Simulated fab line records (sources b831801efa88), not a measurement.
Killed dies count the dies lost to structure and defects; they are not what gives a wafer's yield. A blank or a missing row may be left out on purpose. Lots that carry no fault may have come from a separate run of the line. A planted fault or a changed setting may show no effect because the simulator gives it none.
A struck lot beside a sound one | flow sky130 | 15 out of 708 route steps
Sound: wafers L708.2, L708.3, L708.5. The struck wafers were L716.1, L716.3, L716.4. The cause is named last.
Order at every step that has rows: each side's tool, ch and its chambers, its first start. Under that, the readings that differ: sound wafers | struck wafers | difference of the means | sigmas: that difference in standard deviations of wafers without a fault.
alike: a reading whose means differ by less than 2 such deviations, as well as words and numbers matching on both sides. not compared: withheld readings; readings where some wafer has no value; bounds like >300 that might hide an equal value; numbers whose values overlap and for which the record gives no deviation.
The two part at a step that has a row with sigmas, a row that says differs or no value, or rows on one side only. Non-overlapping numbers with no deviation appear without sigmas and do not part them. Lack of a reading on every wafer of one side parts them only where that side has two or more wafers.

SKY_VIA4_THK_MEAS_01:
  sound on film_metro-02, day 44 11:54; struck on film_metro-04, day 46 09:19
  alike: VIA4_HDPCVD_THK
SKY_VIA4_CMP_02: polishes SiO2.
  sound on cmp-02 ch 0,2, day 44 12:00; struck on cmp-02 ch 0,2,3, day 46 09:23
  alike: motor_current_A
SKY_VIA4_BOW_MEAS_03:
  sound on film_metro-01, day 44 12:16; struck on film_metro-02, day 46 09:41
  alike: VIA4_BOW
then, 7 steps without rows for these wafers: SKY_VIA4_DEHYDRATE_04 (time 60 s); SKY_VIA4_HMDS_05 (prime time 60 s); SKY_VIA4_COAT_06 (resist thk 1140 nm); SKY_VIA4_SOFTBAKE_07 (time 60 s); SKY_VIA4_EXPOSE_08 (exposes mask VIM4, target cd 800 nm); SKY_VIA4_PEB_09; SKY_VIA4_DEVELOP_10 (develop time 60 s).
SKY_VIA4_OVL_MEAS_11:
  sound on overlay-01, day 45 09:48; struck on overlay-01, day 47 05:14
  alike: VIA4_OVL
SKY_VIA4_ETCH_12: etches SiO2 in C4F8/O2/Ar, stops on TiN, target depth 580 nm.
  sound on rie_diel-02 ch 0,1,3, day 45 09:50; struck on rie_diel-02 ch 1,2,3, day 47 05:16
  alike: oes_product_au
SKY_VIA4_STRIP_13: strips in O2/N2.
  sound on plasma_asher-02 ch 0,1, day 45 09:54; struck on plasma_asher-02 ch 0,1, day 47 05:20
  no value came back on the struck wafers for chamber_pressure_mTorr (mTorr), drypump_motor_current_A (A), oes_product_au (a.u.), strip_time_to_endpoint_s (s); on the sound wafers chamber_pressure_mTorr (mTorr) reads 1500.2 1499.7 1500.7
  reading                                   | sound | struck         | difference | sigmas
  model.NOVOLAK_of_VIA4_COAT_06.thk_nm (nm) | 0 0 0 | 1004 1011 1012 | +1009      |
  not compared: rf_hours_counter_h
then, 1 step without rows for these wafers: SKY_VIA4_STRIP_14 (strips in post etch residue remover, time 1200 s).
-- the record jumps here: 3 days lie between the struck wafers' starts before and after (it left off in module VIA4 and takes up again in module PAD_OPEN, whose first step shown is number 708 of the route) --
SKY_PAD_OPEN_PROBE_99:
  sound on prober-02, day 48 03:07; struck on prober-02, day 49 17:27
  reading                  | sound          | struck         | difference | sigmas
  defect_limited_yield (%) | 82.1 84.8 84.3 | 0.2 0.2 0.2    | -83.5      | -42
  killed_at_M0_to_M3       | 48 39 44       | 14 9 11        | -32        | -4
  killed_at_M4_up          | 5 3 2          | 471 475 471    | +469       | +99 or more
  killed_at_contacts       | 23 20 15       | 2 4 5          | -16        | -3
  killed_at_front_end      | 12 13 16       | 4 3 4          | -10        | -2
  killed_dies              | 88 75 77       | 491 491 491    | +411       | +42
  killed_on_rim            | 19 12 16       | 96 96 96       | +80        | +20
  killed_open              | 52 38 46       | 14 13 10       | -33        | -5
  killed_short             | 36 37 31       | 6 4 11         | -28        | -4
  sort_bin_3_pad_short (%) | 1.0 0.4 0.8    | 22.0 24.2 25.6 | +23.2      | +61
  sort_bin_5_function (%)  | 10.6 8.7 9.1   | 75.8 73.0 70.9 | +63.8      | +43
  sort_bin_6_memory (%)    | 6.3 6.1 5.7    | 2.0 2.6 3.3    | -3.4       | -3
  sort_n_pass              | 404 417 415    | 1 1 1          | -411       | -42
  sort_yield_pct (%)       | 82.1 84.8 84.3 | 0.2 0.2 0.2    | -83.5      | -42

## WHERE THEY PART
Earliest at SKY_VIA4_STRIP_13; latest, in this record, at SKY_PAD_OPEN_PROBE_99.

WHY: whatever the simulator had introduced
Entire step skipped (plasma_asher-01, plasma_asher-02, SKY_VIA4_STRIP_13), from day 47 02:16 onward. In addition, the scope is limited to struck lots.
